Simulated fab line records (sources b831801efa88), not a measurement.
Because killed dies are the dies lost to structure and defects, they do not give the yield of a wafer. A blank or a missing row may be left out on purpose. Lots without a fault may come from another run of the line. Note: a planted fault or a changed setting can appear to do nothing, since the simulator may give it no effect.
Matching of chambers	flow gf180mcu	GF_V4_CVD_02 on pecvd-01 has 3 sister chambers
The step deposits SiO2 from TEOS, target thk 850 nm, time 94.851 s. 3 wafers are shown with their chamber, then 12 later ones without.

## EACH WAFER AND ITS CHAMBER
wafer	chamber	heater-power-w (W)
L085.4	2	734
L088.4	0	742
L088.6	1	795

## WAFERS WITHOUT THEIR CHAMBER
wafer	heater-power-w (W)
L093.1	656
L093.2	656
L093.3	704
L093.4	722
L093.5	726
L093.6	664
L095.1	701
L095.3	718
L095.4	577
L097.2	649
L097.3	738
L097.6	708

## EACH ONE'S CHAMBER
wafer	from the rows above	in truth
L093.1	can't be placed: 2 or 0 or 1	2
L093.2	can't be placed: 2 or 0 or 1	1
L093.3	can't be placed: 2 or 0 or 1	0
L093.4	can't be placed: 2 or 0 or 1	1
L093.5	can't be placed: 2 or 0 or 1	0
L093.6	can't be placed: 2 or 0 or 1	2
L095.1	can't be placed: 2 or 0 or 1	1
L095.3	can't be placed: 2 or 0 or 1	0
L095.4	can't be placed: 2 or 0 or 1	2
L097.2	can't be placed: 2 or 0 or 1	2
L097.3	can't be placed: 0 or 2 or 1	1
L097.6	can't be placed: 2 or 0 or 1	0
Correct placement for 0 of the 12. Can't be placed from these rows: 12 (the true chamber is among the candidates in 12). Wrongly placed: 0.
How it was worked out, from the rows above alone: a wafer's distance from a chamber is the root of the sum, over the readings, of the square of ((its reading less the chamber's mean) divided by the reading's scatter). The wafer belongs to the nearest chamber; if the next one is less than 2 further off, it can't be placed. The mean given for a chamber averages the wafers shown for that chamber. The scatter: with one shown wafer a chamber, the root of the mean of the squares of how far each hidden wafer lies from its nearest shown one.
